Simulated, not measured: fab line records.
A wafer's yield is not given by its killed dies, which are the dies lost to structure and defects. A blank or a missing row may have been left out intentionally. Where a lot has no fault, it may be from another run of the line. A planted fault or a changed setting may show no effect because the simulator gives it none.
The tool behind it: which one? || flow sky130 || 6 lots, 18 wafers sampled, at 1 step of a route of 708

WHAT THE GAUGES READ, wafer by wafer
SKY_FIELD_ISO_THK_MEAS_04.
{"lot": "L674", "measured": "day 1 19:26", "on": "film metro-02", "FIELD_ISO_CVD_03_THK (nm)": "176.1 174.9 175.2"}
{"lot": "L681", "measured": "day 3 06:44", "on": "film metro-03", "FIELD_ISO_CVD_03_THK (nm)": "176.9 175.7 174.2"}
{"lot": "L687", "measured": "day 4 11:56", "on": "film metro-02", "FIELD_ISO_CVD_03_THK (nm)": "177.4 177.9 178.1"}
{"lot": "L689", "measured": "day 4 22:35", "on": "film metro-02", "FIELD_ISO_CVD_03_THK (nm)": "177.2 175.2 176.0"}
{"lot": "L693", "measured": "day 5 21:02", "on": "film metro-02", "FIELD_ISO_CVD_03_THK (nm)": "174.9 176.9 175.5"}
{"lot": "L695", "measured": "day 6 05:14", "on": "film metro-03", "FIELD_ISO_CVD_03_THK (nm)": "173.4 173.1 173.1"}

WHAT TOOL EACH LOT RAN ON (gives the tool, then ch and the chambers of the sampled wafers, and finally the start)
The record shows no process step preceding these readings.

THE ANSWER, worked out from the rows above alone
Rule: the usual values come from the lots themselves. The widest of any qualifying gaps counts: lots, ordered by their means at a reading, are off when they make up no more than a third of the lots, leave a main group of 4 or more, and stand apart from it by 3 or more times the standard deviation of that group's means. A main group whose means are all the same, to the digits that the tables above print for the reading, isn't used. Also off: a lot with no number at a reading for which 4 or more lots have one. All remaining lots with rows at the step are treated as sound.
Across all readings shown, no lot is off: no conclusion can be drawn from this.

WHAT WAS PUT IN BY THE SIMULATOR
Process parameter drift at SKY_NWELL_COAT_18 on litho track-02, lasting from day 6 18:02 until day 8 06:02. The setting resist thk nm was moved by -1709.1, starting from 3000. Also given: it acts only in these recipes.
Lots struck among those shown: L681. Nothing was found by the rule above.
